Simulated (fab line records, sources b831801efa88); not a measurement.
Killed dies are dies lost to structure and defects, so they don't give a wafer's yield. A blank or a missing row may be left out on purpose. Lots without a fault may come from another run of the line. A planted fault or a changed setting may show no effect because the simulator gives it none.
Chamber matching | flow gf180mcu | GF_STI_ETCH_13 on rie_diel-01: 4 sister chambers
The step etches the open film in CHF3/O2, stops on Si, target depth 282.31 nm, time 112.9 s. 4 wafers are shown with their chamber, then 7 later ones without.

WAFERS WITH THEIR CHAMBER
wafer  | chamber | throttle_valve_pct (%)
L739.5 | 2       | 8.790
L742.6 | 1       | 8.815
L747.1 | 0       | 8.806
L747.3 | 3       | 8.808

WAFERS WITHOUT THEIR CHAMBER
wafer  | throttle_valve_pct (%)
L747.4 | 8.811
L750.3 | 8.801
L750.4 | 8.809
L750.5 | 8.813
L752.1 | 8.821
L752.2 | 8.825
L752.3 | 8.805

WHICH CHAMBER EACH WENT THROUGH
wafer  | from the rows above               | in truth
L747.4 | can't be placed: 3 or 1 or 0      | 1
L750.3 | can't be placed: 0 or 3 or 2 or 1 | 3
L750.4 | can't be placed: 3 or 0 or 1      | 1
L750.5 | can't be placed: 1 or 3 or 0      | 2
L752.1 | can't be placed: 1 or 3 or 0      | 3
L752.2 | can't be placed: 1 or 3 or 0      | 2
L752.3 | can't be placed: 0 or 3 or 1      | 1
Placed correctly: 0 of 7. Can't be placed from these rows: 7 (the true chamber is among the candidates in 5). Placed wrongly: 0.
How it was worked out, from the rows above alone: a wafer's distance from a chamber is the root of the sum, over the readings, of the square of ((its reading less the chamber's mean) divided by the reading's scatter). The wafer belongs to the nearest chamber; if the next one is less than 2 further off, it can't be placed. A chamber's mean is the mean of its shown wafers. The scatter: with one shown wafer a chamber, the root of the mean of the squares of how far each hidden wafer lies from its nearest shown one.
